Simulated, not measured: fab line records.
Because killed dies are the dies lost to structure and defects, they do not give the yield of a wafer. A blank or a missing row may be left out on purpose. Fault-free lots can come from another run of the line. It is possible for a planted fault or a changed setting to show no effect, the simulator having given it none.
fab line records | flow sky130
[record] lots = 12 wafers = 36 last_day = 50
route steps=708 shown FIELD_ISO@18 PWDE@84 VT_ADJUST_LVTN@99 PAD_OPEN@708
lots untouched by any fault: they come from a run of this same line in which no faults occurred
start_h: the number of hours between the record's first day and the start of the first shown wafer of the lot | wait_h: how many hours have passed since the lot's step before this one | " repeats the value in the row above | L1.1+2: one row covering several wafers at once | - no value present, or no start provided | * or withheld: withheld | < > ~ a bound
route shown NAME@n: a module of which the file shows steps, and the number in the route of the first | usual: mean/standard deviation taken from wafers without a fault | same: alike in all rows | chamber/n: place in a boat | sites: per-site readings | _std_site: their standard deviation | _edge_site: the outer-site mean with the inner-site mean subtracted | radius_mm: for every site, how far away it sits from the centre of the wafer | mask NAME#n: copy n | behind: the last tool/chamber to shape the wafer | hold: why the lot was held/for how many hours/how that ended | device: the transistor (n, p or np) that didn't switch | end of line: tests of these same wafers at the route's end | where a step has no rows: the recipe by itself | killed: the dies lost at the first sort to structure and to defects; this is not the yield of the wafer | map: per-die view of a wafer (x killed, . not killed, _ where there is no die)
set.NAME: the setting as run; set.NAME@STEP: as run at that earlier step | model.NAME: the simulator's own value behind a step, which no gauge read
the route's steps for a sample of lots (tables are steps, rows are wafers)
services: a tool's chamber out of use, with start hour (start_h, from the record's first day; less than 0 if before it), hours out, and reason
[[steps]]
[step SKY_FIELD_ISO_ETCH_17]
[recipe] target_depth_a = 3420 mask_material = Si3N4 chemistry = HBr/Cl2/O2 target = Si taper_deg = 5 icp_w = 600 bias_w = 150 pressure_mtorr = 15 HBr_flow_sccm = 150 Cl2_flow_sccm = 40 O2_flow_sccm = 6 time_s = 97.7
[usual] drypump_motor_current_A = 5.8/0.54 oes_product_au = 0.994/0.0099 throttle_valve_pct = 25.660/0.011
// columns lot.wafer tool chamber start_h wait_h drypump_motor_current_A oes_product_au rf_hours_counter_h throttle_valve_pct
L413.1 rie_si-02 3 32.78 0.1 6.0 0.980 69 25.678
L413.3 " 2 " " 4.8 0.986 56 25.662
L413.5 " 3 " " 6.0 0.987 - 25.667
L414.1 rie_si-01 1 33.13 0.1 5.8 1.011 39 25.662
L414.2 " 0 " " 5.5 0.995 33 25.664
L414.6 " 3 " " 6.5 1.009 - 25.640
L415.2 rie_si-02 2 45.53 0.1 4.8 0.981 56 25.677
L415.5 " 1 " " 6.4 0.991 - 25.670
L415.6 " 2 " " 4.8 0.979 - 25.659
L416.1 rie_si-01 2 46.19 0.1 5.6 0.984 70 25.676
L416.4 " 1 " " 5.8 0.999 39 25.649
L416.5 " 1 " " 5.8 0.998 - 25.664
L418.2 rie_si-02 1 54.57 0.1 6.5 0.984 63 25.669
L418.5 " 2 " " 4.8 0.992 - 25.662
L418.6 " 3 " " 6.0 0.990 - 25.667
L420.1 rie_si-02 0 63.83 0.1 5.5 0.988 66 25.655
L420.2 " 1 " " 6.5 0.986 63 25.664
L420.4 " 2 " " 4.8 0.995 56 25.654
L422.1 rie_si-01 1 78.89 0.1 5.8 1.019 39 25.649
L422.2 " 3 " " 6.5 1.005 51 25.639
L422.4 " 2 " " 5.6 0.998 70 25.671
L425.3 rie_si-01 0 91.95 0.0 5.4 1.002 34 25.651
L425.5 " 1 " " 5.8 1.021 - 25.645
L425.6 " 2 " " 5.6 1.000 - 25.675
L428.2 rie_si-02 3 108.43 0.1 6.0 0.985 70 25.664
L428.4 " 1 " " 6.5 0.995 63 25.660
L428.5 " 0 " " 5.5 0.993 - 25.672
L434.1 rie_si-02 1 137.72 0.1 6.5 0.992 63 25.669
L434.2 " 3 " " 6.0 0.995 70 25.649
L434.3 " 2 " " 4.8 0.999 57 25.658
L435.3 rie_si-02 2 146.38 0.0 4.8 0.983 57 25.642
L435.5 " 2 " " 4.8 0.983 - 25.668
L435.6 " 1 " " 6.5 0.988 - 25.658
L436.2 rie_si-01 1 148.77 0.1 5.8 1.007 39 25.659
L436.3 " 0 " " 5.4 0.991 34 25.648
L436.6 " 3 " " 6.5 1.004 - 25.643
[step SKY_FIELD_ISO_THK_MEAS_25]
[recipe] reads = SiO2_of_FIELD_ISO_CVD_24
[usual] FIELD_ISO_CVD_24_THK = 594/6.1
// columns lot.wafer tool chamber start_h wait_h FIELD_ISO_CVD_24_THK[nm]
L413.1 film_metro-03 - 35.34 0.0 594
L413.3 " - " " 583
L413.5 " - " " 587
L414.1 film_metro-04 - 35.34 0.0 579
L414.2 " - " " 592
L414.6 " - " " 598
L415.2 film_metro-02 - 47.19 0.0 602
L415.5 " - " " 590
L415.6 " - " " 591
L416.1 film_metro-03 - 47.94 0.0 595
L416.4 " - " " 591
L416.5 " - " " 591
L418.2 film_metro-04 - 58.65 0.0 583
L418.5 " - " " 586
L418.6 " - " " 595
L420.1 film_metro-02 - 65.49 0.0 594
L420.2 " - " " 591
L420.4 " - " " 589
L422.1 film_metro-03 - 80.54 0.0 598
L422.2 " - " " 586
L422.4 " - " " 584
L425.3 film_metro-03 - 94.56 0.1 595
L425.5 " - " " 597
L425.6 " - " " 605
L428.2 film_metro-04 - 110.10 0.0 595
L428.4 " - " " 595
L428.5 " - " " 590
L434.1 film_metro-03 - 142.00 0.0 601
L434.2 " - " " 599
L434.3 " - " " 583
L436.2 film_metro-04 - 153.43 0.0 591
L436.3 " - " " 608
L436.6 " - " " 597
L435.3 film_metro-03 - 153.44 0.1 588
L435.5 " - " " 601
L435.6 " - " " 591
[step SKY_NWELL_RS_MEAS_31]
[recipe] thk_meas_gauge = four-point-probe
[usual] PWDE_RS = 5273/18
// columns lot.wafer tool chamber start_h wait_h PWDE_RS[ohm/sq]
L414.1 film_metro-01 - 106.91 0.1 5272
L414.2 " - " " 5281
L414.6 " - " " 5297
L413.1 film_metro-04 - 107.24 0.1 5260
L413.3 " - " " 5265
L413.5 " - " " 5256
L415.2 film_metro-04 - 122.48 0.1 5252
L415.5 " - " " 5265
L415.6 " - " " 5275
L416.1 film_metro-01 - 123.24 0.1 5325
L416.4 " - " " 5293
L416.5 " - " " 5309
L418.2 film_metro-04 - 136.38 0.1 5253
L418.5 " - " " 5231
L418.6 " - " " 5259
L420.1 film_metro-04 - 143.46 0.1 5271
L420.2 " - " " 5276
L420.4 " - " " 5287
L422.1 film_metro-01 - 157.29 0.1 5288
L422.2 " - " " 5292
L422.4 " - " " 5290
L425.3 film_metro-04 - 176.87 0.1 5264
L425.5 " - " " 5261
L425.6 " - " " 5257
L428.2 film_metro-01 - 192.43 0.1 5286
L428.4 " - " " 5296
L428.5 " - " " 5278
L434.1 film_metro-04 - 241.46 0.1 5272
L434.2 " - " " 5287
L434.3 " - " " 5297
L436.2 film_metro-02 - 253.20 0.1 5277
L436.3 " - " " 5267
L436.6 " - " " 5264
L435.3 film_metro-04 - 253.67 0.1 5273
L435.5 " - " " 5267
L435.6 " - " " 5274
[step SKY_VT_ADJUST_LVTN_COAT_02]
[recipe] spin_rpm = 2000 resist_thk_nm = 3000
// columns lot.wafer tool chamber start_h wait_h
L414.1+2+6 litho_track-02 0 135.09 0.1
L413.1+3+5 litho_track-04 0 135.46 0.1
L415.2+5+6 litho_track-02 0 150.07 0.1
L416.1+4+5 litho_track-04 0 151.01 0.1
L418.2+5+6 litho_track-02 0 164.22 0.1
L420.1+2+4 litho_track-01 0 171.75 0.1
L422.1+2+4 litho_track-04 0 187.26 0.1
L425.3+5+6 litho_track-04 0 207.61 0.1
L428.2+4+5 litho_track-02 0 224.62 0.1
L434.1+2+3 litho_track-01 0 277.55 0.1
L436.2+3+6 litho_track-04 0 289.49 0.1
L435.3+5+6 litho_track-04 0 290.16 0.1
[step SKY_VT_ADJUST_LVTN_STRIP_09]
[recipe] chemistry = O2/N2 power_w = 1400 pressure_mtorr = 1500 platen_temp_c = withheld o2_flow_sccm = 3000 n2_flow_sccm = 300 overash_fraction = 0.5
[usual] drypump_motor_current_A = 5.82/0.24 oes_product_au = 0.722/0.0049 strip_time_to_endpoint_s = 36.99/0.11
// columns lot.wafer tool chamber start_h wait_h drypump_motor_current_A oes_product_au rf_hours_counter_h strip_time_to_endpoint_s
L414.1 plasma_asher-03 0 145.04 0.1 5.60 0.723 35 37.26
L414.2 " 1 " " 6.27 0.718 35 37.30
L414.6 " 0 " " 5.61 0.727 - 37.28
L413.1 plasma_asher-01 1 145.30 0.1 5.75 0.719 46 36.77
L413.3 " 1 " " 5.74 0.726 - 36.83
L413.5 " 0 " " 5.65 0.720 - 36.95
L415.2 plasma_asher-03 1 159.35 0.1 6.27 0.727 36 37.04
L415.5 " 0 " " 5.58 0.721 - 37.02
L415.6 " 1 " " 6.26 0.716 - 37.09
L416.1 plasma_asher-02 0 160.43 0.1 5.71 0.726 50 36.92
L416.4 " 0 " " 5.69 0.721 - 36.80
L416.5 " 1 " " 5.85 0.727 - 36.88
L418.2 plasma_asher-03 0 174.49 0.1 5.57 0.723 38 37.05
L418.5 " 1 " " 6.27 0.724 - 37.05
L418.6 " 0 " " 5.55 0.728 - 37.14
L420.1 plasma_asher-02 0 182.20 0.1 5.70 0.733 52 37.08
L420.2 " 1 " " 5.88 0.723 52 37.09
L420.4 " 1 " " 5.88 0.730 - 37.22
L422.1 plasma_asher-03 1 197.60 0.1 6.25 0.725 40 32.54
L422.2 " 0 " " 5.61 0.721 40 32.67
L422.4 " 1 " " 6.25 0.721 - 32.55
L425.3 plasma_asher-03 0 218.88 0.1 5.60 0.715 - 32.49
L425.5 " 0 " " 5.60 0.726 - 32.52
L425.6 " 1 " " 6.24 0.727 - 32.46
L428.2 plasma_asher-02 0 236.08 0.1 5.69 0.724 58 37.00
L428.4 " 0 " " 5.69 0.721 - 36.96
L428.5 " 0 " " 5.69 0.724 - 37.06
L434.1 plasma_asher-01 1 290.34 0.1 5.68 0.717 61 36.90
L434.2 " 0 " " 5.62 0.730 61 36.98
L434.3 " 1 " " 5.73 0.724 - 36.99
L436.2 plasma_asher-02 0 302.70 0.1 5.71 0.732 62 37.04
L436.3 " 0 " " 5.70 0.717 - 36.99
L436.6 " 1 " " 5.88 0.721 - 37.01
L435.3 plasma_asher-03 1 303.08 0.1 6.26 0.724 - 37.00
L435.5 " 0 " " 5.61 0.718 - 37.06
L435.6 " 1 " " 6.23 0.717 - 37.12
[step SKY_PAD_OPEN_PROBE_99]
[usual] killed_at_M0_to_M3 = 43/7.7 killed_at_M4_up = 2.9/1.9 killed_at_contacts = 24/5.9 killed_at_front_end = 16/5.1 killed_at_other = 0.3/0.63 killed_dies = 86/10 killed_open = 47/7.6 killed_short = 39/6.8
[same] gross_dies = 492 killed_at_back_side = 0
// columns lot.wafer tool chamber start_h wait_h killed_at_M0_to_M3 killed_at_M4_up killed_at_contacts killed_at_front_end killed_at_other killed_dies killed_open killed_short
L413.1 prober-02 - 1073.20 0.1 53 2 18 19 0 92 47 45
L413.3 prober-02 - 1073.30 0.2 42 4 22 16 0 84 51 32
L413.5 prober-02 - 1073.40 0.2 35 2 18 27 0 82 40 42
L415.2 prober-01 - 1083.72 0.1 69 2 19 18 0 108 56 52
L415.5 prober-01 - 1083.87 0.2 42 4 35 22 1 104 64 40
L415.6 prober-01 - 1083.92 0.2 43 2 25 12 0 82 48 34
L436.2 prober-01 - 1198.62 0.1 44 3 24 15 0 86 51 32
L436.3 prober-01 - 1198.67 0.2 56 0 16 9 0 81 51 29
L436.6 prober-01 - 1198.82 0.2 44 1 30 17 0 92 48 42
// killed by level:class
L413.1 CONTACT:geometric_particle:open=9 VIA2:geometric_particle:open=9 METAL1:geometric_particle:short=8 METAL2:geometric_particle:short=8 POLY_GATE:geometric_particle:open=7 VIA1:geometric_particle:short=7 POLY_GATE:geometric_particle:short=6 VIA3:geometric_particle:open=6
L413.3 VIA1:geometric_particle:open=12 CONTACT:geometric_particle:open=9 LI_CONTACT:geometric_particle:open=8 POLY_GATE:geometric_particle:short=6 POLY_GATE:geometric_particle:open=6 VIA2:geometric_particle:open=6 VIA3:geometric_particle:open=6 METAL3:geometric_particle:short=4
L413.5 POLY_GATE:geometric_particle:short=10 VIA2:geometric_particle:open=7 CONTACT:geometric_particle:open=6 VIA3:geometric_particle:open=6 FIELD_ISO:geometric_particle:short=5 VIA1:geometric_particle:open=5 LI_CONTACT:geometric_particle:open=4 LOCAL_INTERCONNECT:geometric_particle:short=4
L415.2 METAL1:geometric_particle:short=15 VIA1:geometric_particle:open=10 VIA2:geometric_particle:open=9 LI_CONTACT:geometric_particle:open=8 VIA1:geometric_particle:short=8 CONTACT:geometric_particle:open=7 FIELD_ISO:geometric_particle:open=6 VIA3:geometric_particle:short=6
L415.5 CONTACT:geometric_particle:open=14 LI_CONTACT:geometric_particle:open=12 VIA1:geometric_particle:open=10 FIELD_ISO:geometric_particle:short=7 VIA2:geometric_particle:open=7 POLY_GATE:geometric_particle:open=6 METAL1:geometric_particle:short=6 VIA1:geometric_particle:short=5
L415.6 VIA1:geometric_particle:open=13 VIA3:geometric_particle:open=9 CONTACT:geometric_particle:open=8 LI_CONTACT:geometric_particle:open=7 CONTACT:geometric_particle:short=5 LOCAL_INTERCONNECT:geometric_particle:short=4 VIA3:geometric_particle:short=4 METAL1:geometric_particle:short=3
L436.2 CONTACT:geometric_particle:open=11 VIA1:geometric_particle:open=10 VIA2:geometric_particle:open=7 LI_CONTACT:geometric_particle:open=6 METAL2:geometric_particle:short=6 VIA1:geometric_particle:short=5 VIA2:geometric_particle:short=5 VIA3:geometric_particle:open=5
L436.3 VIA1:geometric_particle:open=16 VIA2:geometric_particle:open=8 METAL2:geometric_particle:short=7 CONTACT:geometric_particle:open=6 VIA3:geometric_particle:open=6 VIA1:geometric_particle:short=5 METAL2:geometric_particle:open=5 METAL3:geometric_particle:short=4
L436.6 CONTACT:geometric_particle:open=10 LI_CONTACT:geometric_particle:open=9 VIA2:geometric_particle:open=9 VIA1:geometric_particle:short=8 FIELD_ISO:geometric_particle:short=7 VIA1:geometric_particle:open=7 VIA2:geometric_particle:short=6 LI_CONTACT:geometric_particle:short=5
[[services]]
// columns tool chamber start_h hours kind
rie_si-01 - 53.06 2.8 pm
rie_si-02 0 84.28 4.0 repair
plasma_asher-02 - 111.72 2.8 pm
rie_si-01 1 131.73 6.1 repair
rie_si-02 3 168.57 19.8 repair
rie_si-01 0 181.54 1.0 repair
rie_si-01 0 212.30 2.2 repair
plasma_asher-02 - 214.77 4.3 pm
rie_si-01 3 218.47 8.0 repair
plasma_asher-03 - 222.11 1.9 repair
plasma_asher-02 - 277.96 14.2 repair
rie_si-01 1 288.12 1.8 repair
[[key]]
[first_sign] step = SKY_VT_ADJUST_LVTN_STRIP_09 reading = strip_time_to_endpoint_s direction = down sigmas = 42 usual = * struck = *
effect none on later readings
met_at SKY_VT_ADJUST_LVTN_COAT_02
struck_lots L422,L425
tester_left_out L422,L425
not_acting_at SKY_FIELD_ISO_ETCH_17,SKY_FIELD_ISO_THK_MEAS_25,SKY_NWELL_RS_MEAS_31
onset_between 151.01 187.26
[fault] kind = process_parameter_drift tool = litho_track-04 chamber = - onset_h = 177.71 steps = SKY_VT_ADJUST_LVTN_COAT_02 channel = resist_thk_nm offset = -384.8 shape = step end_h = 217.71 acts_in = these_recipes_only stated = 3000
// tester_left_out: of these lots the tester's yield and bins aren't shown, on N5 and GAA mostly nor the transistor test; their killed dies are dies lost to structure and defects alone, not to doping, threshold or leakage, so they don't give the yield
